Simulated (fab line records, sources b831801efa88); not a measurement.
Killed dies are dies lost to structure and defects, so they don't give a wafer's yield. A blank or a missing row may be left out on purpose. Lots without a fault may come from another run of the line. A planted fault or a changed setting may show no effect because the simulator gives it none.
fab line records | flow sky130
record lots=7 wafers=21 last_day=50
route steps=708 shown FIELD_ISO@1
lots that met no fault: from a run of the same line without faults
start_h: hours from the record's first day to the start of the lot's first wafer shown | wait_h: hours since the lot's step before | " the same as in the row above | L1.1+2: a row that stands for several wafers | - no value, or no start given | * or withheld: withheld | < > ~ a bound
route shown NAME@n: a module of which the file shows steps, and the number in the route of the first | usual: mean/standard deviation of fault-free wafers | same: alike in all rows | chamber/n: place in a boat | sites: the reading at each site | _std_site: their standard deviation | _edge_site: outer sites' mean less inner sites' | radius_mm: how far each site lies from the wafer's centre | mask NAME#n: copy n | behind: the tool/chamber that last shaped the wafer | hold: why the lot was held/for how many hours/how that ended | device: the transistor (n, p or np) that didn't switch | end of line: the same wafers' tests at the end of the route | a step without rows: its recipe alone | killed: dies lost to structure and defects at the first sort, not the wafer's yield | map: a wafer's dies, x killed, . not, _ none there
set.NAME: the setting as run; set.NAME@STEP: as run at that earlier step | model.NAME: the simulator's own value behind a step, which no gauge read
lots at some steps of the route; a table a step, a row a wafer
services: from which hour (start_h, from the record's first day; less than 0 if before it) a tool's chamber was out of use, for how many hours, and why
## steps
# step SKY_FIELD_ISO_BOW_MEAS_00
# recipe mode=bow
# usual INCOMING_BOW=0/6.5
# columns lot.wafer tool chamber start_h wait_h INCOMING_BOW[um]
L880.2 film_metro-03 - 25.02 - -9
L880.3 " - " " -1
L880.4 " - " " 4
L885.1 film_metro-03 - 50.00 - -5
L885.4 " - " " -1
L885.6 " - " " -7
L888.1 film_metro-02 - 65.00 - 2
L888.2 " - " " -1
L888.5 " - " " 1
L889.2 film_metro-02 - 70.02 - -1
L889.3 " - " " 6
L889.5 " - " " -2
L890.1 film_metro-03 - 75.00 - 13
L890.2 " - " " 0
L890.4 " - " " -12
L898.1 film_metro-02 - 115.00 - 5
L898.2 " - " " -7
L898.5 " - " " 3
L900.1 film_metro-01 - 125.00 - 5
L900.4 " - " " 5
L900.6 " - " " 7
# step SKY_FIELD_ISO_OXIDATION_01
# recipe temp_c=900 ambient=O2 stabilise_s=600 purge_s=300 target_thk_a=120 ox_time_s=1843
# step SKY_FIELD_ISO_THK_MEAS_02
# recipe reads=SiO2_of_FIELD_ISO_OXIDATION_01
# usual FIELD_ISO_OXIDATION_00_THK=12.0/0.31
# columns lot.wafer tool chamber start_h wait_h FIELD_ISO_OXIDATION_00_THK[nm]
L880.2 film_metro-03 - 27.03 0.0 11.8
L880.3 " - " " 11.8
L880.4 " - " " 11.9
L885.1 film_metro-02 - 52.34 0.0 12.0
L885.4 " - " " 11.9
L885.6 " - " " 12.1
L888.1 film_metro-01 - 66.63 0.0 12.5
L888.2 " - " " 12.6
L888.5 " - " " 12.8
L889.2 film_metro-03 - 72.44 0.0 11.3
L889.3 " - " " 11.3
L889.5 " - " " 11.3
L890.1 film_metro-03 - 77.27 0.0 12.5
L890.2 " - " " 12.3
L890.4 " - " " 12.3
L898.1 film_metro-01 - 117.42 0.0 12.1
L898.2 " - " " 12.0
L898.5 " - " " 11.7
L900.1 film_metro-01 - 127.66 0.0 12.2
L900.4 " - " " 12.0
L900.6 " - " " 12.0
# step SKY_FIELD_ISO_CVD_03
# recipe material=Si3N4 precursor=DCS/NH3 target_thk_nm=165 temp_c=770 time_s=2830 pressure_mtorr=250
# step SKY_FIELD_ISO_THK_MEAS_04
# recipe reads=Si3N4_of_FIELD_ISO_CVD_03
# usual FIELD_ISO_CVD_03_THK=165.1/1.4
# columns lot.wafer tool chamber start_h wait_h FIELD_ISO_CVD_03_THK[nm]
L880.2 film_metro-02 - 28.88 0.0 165.2
L880.3 " - " " 165.7
L880.4 " - " " 165.3
L885.1 film_metro-03 - 54.19 0.0 164.9
L885.4 " - " " 166.0
L885.6 " - " " 165.1
L888.1 film_metro-01 - 68.48 0.0 163.6
L888.2 " - " " 163.3
L888.5 " - " " 162.3
L889.2 film_metro-03 - 74.32 0.0 165.3
L889.3 " - " " 167.4
L889.5 " - " " 166.4
L890.1 film_metro-03 - 81.55 0.0 164.3
L890.2 " - " " 166.1
L890.4 " - " " 165.3
L898.1 film_metro-02 - 119.27 0.0 167.2
L898.2 " - " " 165.1
L898.5 " - " " 165.1
L900.1 film_metro-03 - 129.51 0.0 166.0
L900.4 " - " " 166.6
L900.6 " - " " 166.1
# step SKY_FIELD_ISO_DEHYDRATE_05
# recipe temp_c=200 time_s=60
# step SKY_FIELD_ISO_HMDS_06
# recipe prime_time_s=60 prime_temp_c=120
# step SKY_FIELD_ISO_COAT_07
# recipe resist=BARC temp_c=withheld time_s=withheld spin_rpm=3000 resist_thk_nm=60
# step SKY_FIELD_ISO_COAT_08
# recipe resist=KrF-thick spin_rpm=3000 resist_thk_nm=450
# step SKY_FIELD_ISO_SOFTBAKE_09
# recipe temp_c=100 time_s=90 resist=KrF-thick
# step SKY_FIELD_ISO_EXPOSE_10
# recipe mask_id=FOM na=0.68 source_shape=annular sigma_inner=0.4 sigma_outer=0.8 target_cd_nm=150 dose_mj=28
# step SKY_FIELD_ISO_PEB_11
# recipe peb_temp_c=withheld peb_time_s=withheld resist=KrF-thick
# step SKY_FIELD_ISO_DEVELOP_12
# recipe develop_time_s=60 resist=KrF-thick dev_temp_c=21
# usual chill_plate_temp_C=22.99/0.1 develop_time_s=60/0
# columns lot.wafer tool chamber start_h wait_h chill_plate_temp_C develop_time_s model.KrF-thick_of_FIELD_ISO_COAT_08.thk_nm
L880.2 litho_track-03 0 43 - 23.16 60 437.8
L880.3 " 0 " " 23.16 60 438
L880.4 " 0 " " 23.07 60 437.4
L885.1 litho_track-02 0 70 - 23.16 60 434.6
L885.4 " 0 " " 23.09 60 435.6
L885.6 " 0 " " 23.03 60 435.8
L888.1 litho_track-02 - 84 - - - 449.4
L888.2 " - " " - - 449.9
L888.5 " - " " - - 448.9
L889.2 litho_track-02 - 92 - - - 449.5
L889.3 " - " " - - 449
L889.5 " - " " - - 449
L890.1 litho_track-03 - 99 - - - 449.2
L890.2 " - " " - - 450.3
L890.4 " - " " - - 449.5
L898.1 litho_track-03 0 138 - 23.18 60 437.6
L898.2 " 0 " " 23.08 60 437.1
L898.5 " 0 " " 23.02 60 436.2
L900.1 litho_track-02 0 148 - 23.01 60 436.4
L900.4 " 0 " " 23.03 60 436.2
L900.6 " 0 " " 23.12 60 437.2
# step SKY_FIELD_ISO_CD_MEAS_13
# recipe target_cd_nm=150
# usual cd_nm=149.8/1.3
# columns lot.wafer tool chamber start_h wait_h cd_nm
L880.2 cd_sem-02 - 43.61 - 149.0
L880.3 " - " " 149.8
L880.4 " - " " 151.3
L885.1 cd_sem-01 - 70.41 - 149.8
L885.4 " - " " 150.5
L885.6 " - " " 149.8
L888.1 cd_sem-02 - 84.86 - -
L888.2 " - " " -
L888.5 " - " " -
L889.2 cd_sem-02 - 92.53 - -
L889.3 " - " " -
L889.5 " - " " -
L890.1 cd_sem-01 - 99.88 - -
L890.2 " - " " -
L890.4 " - " " -
L898.1 cd_sem-02 - 138.28 - 149.6
L898.2 " - " " 150.5
L898.5 " - " " 150.6
L900.1 cd_sem-02 - 148.61 - 152.2
L900.4 " - " " 150.8
L900.6 " - " " 150.5
## services
# columns tool chamber start_h hours kind
litho_track-02 - 95.16 - consumable_replace:filter
## key
first_sign step=SKY_FIELD_ISO_DEVELOP_12 reading=tool_record direction=missing
effect none on later readings
model_effect step=SKY_FIELD_ISO_DEVELOP_12 value=KrF-thick_of_FIELD_ISO_COAT_08.thk_nm without=435.3 struck=449.4
met_at SKY_FIELD_ISO_DEVELOP_12
struck_wafers L888.1,L888.2,L888.5,L889.2,L889.3,L889.5,L890.1,L890.2,L890.4
later_rows_left_out L888.1,L888.2,L888.5,L889.2,L889.3,L889.5,L890.1,L890.2,L890.4
sort_left_out L888.1,L888.2,L888.5,L889.2,L889.3,L889.5,L890.1,L890.2,L890.4
tester_left_out L888,L889,L890
onset_between 70 84
fault kind=skipped_step_whole tool=litho_track-02,litho_track-03 chamber=- onset_h=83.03 steps=SKY_FIELD_ISO_DEVELOP_12 scope=struck_lots_only
# tester_left_out: of these lots the tester's yield and bins aren't shown, on N5 and GAA mostly nor the transistor test; their killed dies are dies lost to structure and defects alone, not to doping, threshold or leakage, so they don't give the yield
# sort_left_out: the simulated sort isn't trusted on such a fault, so these wafers' sort isn't shown, and their yield isn't known
# later_rows_left_out: the simulator's readings of these wafers behind a module that went badly wrong aren't trusted and aren't shown, but for the sort
